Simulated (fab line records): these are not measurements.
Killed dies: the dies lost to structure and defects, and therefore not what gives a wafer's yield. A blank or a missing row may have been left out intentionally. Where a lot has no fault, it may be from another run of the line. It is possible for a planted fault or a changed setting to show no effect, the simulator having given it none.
Chamber matching :: flow sky130 :: 4 sister chambers for SKY_CONTACT_CMP_04 on cmp-01
The step polishes SiO2. 8 wafers are shown with their chamber, then 12 later ones without.

## EACH WAFER AND ITS CHAMBER
wafer: L081.5
chamber: 0
motor_current_A (A): 10.5
time_to_endpoint_s (s): 83

wafer: L082.5
chamber: 2
motor_current_A (A): 11.1
time_to_endpoint_s (s): 87

wafer: L084.1
chamber: 0
motor_current_A (A): 10.2
time_to_endpoint_s (s): 86

wafer: L085.1
chamber: 2
motor_current_A (A): 10.6
time_to_endpoint_s (s): 83

wafer: L085.6
chamber: 3
motor_current_A (A): 14.0
time_to_endpoint_s (s): 80

wafer: L088.1
chamber: 1
motor_current_A (A): 12.7
time_to_endpoint_s (s): 83

wafer: L088.3
chamber: 3
motor_current_A (A): 13.6
time_to_endpoint_s (s): 81

wafer: L088.6
chamber: 1
motor_current_A (A): 12.4
time_to_endpoint_s (s): 83

## WAFERS WITHOUT THEIR CHAMBER
wafer: L092.2
motor_current_A (A): 12.9
time_to_endpoint_s (s): 87

wafer: L092.3
motor_current_A (A): 11.3
time_to_endpoint_s (s): 84

wafer: L092.5
motor_current_A (A): 11.4
time_to_endpoint_s (s): 90

wafer: L095.1
motor_current_A (A): 13.4
time_to_endpoint_s (s): 83

wafer: L095.3
motor_current_A (A): 10.1
time_to_endpoint_s (s): 81

wafer: L095.6
motor_current_A (A): 10.6
time_to_endpoint_s (s): 79

wafer: L096.1
motor_current_A (A): 12.6
time_to_endpoint_s (s): 84

wafer: L096.3
motor_current_A (A): 10.9
time_to_endpoint_s (s): 78

wafer: L096.5
motor_current_A (A): 10.6
time_to_endpoint_s (s): 88

wafer: L096.2
motor_current_A (A): 11.5
time_to_endpoint_s (s): 90

wafer: L096.4
motor_current_A (A): 13.6
time_to_endpoint_s (s): 84

wafer: L096.6
motor_current_A (A): 12.5
time_to_endpoint_s (s): 86

## CHAMBER TAKEN BY EACH
wafer: L092.2
from the rows above: 1
in truth: 1

wafer: L092.3
from the rows above: can't be placed: 2 or 0
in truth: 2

wafer: L092.5
from the rows above: can't be placed: 2 or 0
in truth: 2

wafer: L095.1
from the rows above: can't be placed: 3 or 1
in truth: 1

wafer: L095.3
from the rows above: can't be placed: 0 or 2
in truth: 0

wafer: L095.6
from the rows above: can't be placed: 0 or 2
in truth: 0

wafer: L096.1
from the rows above: 1
in truth: 1

wafer: L096.3
from the rows above: can't be placed: 2 or 0
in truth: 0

wafer: L096.5
from the rows above: can't be placed: 2 or 0
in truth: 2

wafer: L096.2
from the rows above: can't be placed: 2 or 0 or 1
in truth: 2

wafer: L096.4
from the rows above: can't be placed: 3 or 1
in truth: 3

wafer: L096.6
from the rows above: 1
in truth: 1
Placed correctly: 3 of 12. Cannot be placed on the basis of these rows: 9; the candidates contain the true chamber in 9. Placed wrongly: 0.
How it was worked out, from the rows above alone: a wafer's distance from a chamber is the root of the sum, over the readings, of the square of ((its reading less the chamber's mean) divided by the reading's scatter). If the next closest chamber is less than 2 further off than the closest, the wafer can't be placed; otherwise it belongs to the closest. For every chamber, the mean is computed from those of its wafers that are shown. How the scatter is found: for the shown wafers, subtract from each reading the mean of its chamber, square and add these, divide the total by (wafers less chambers), then take the root.
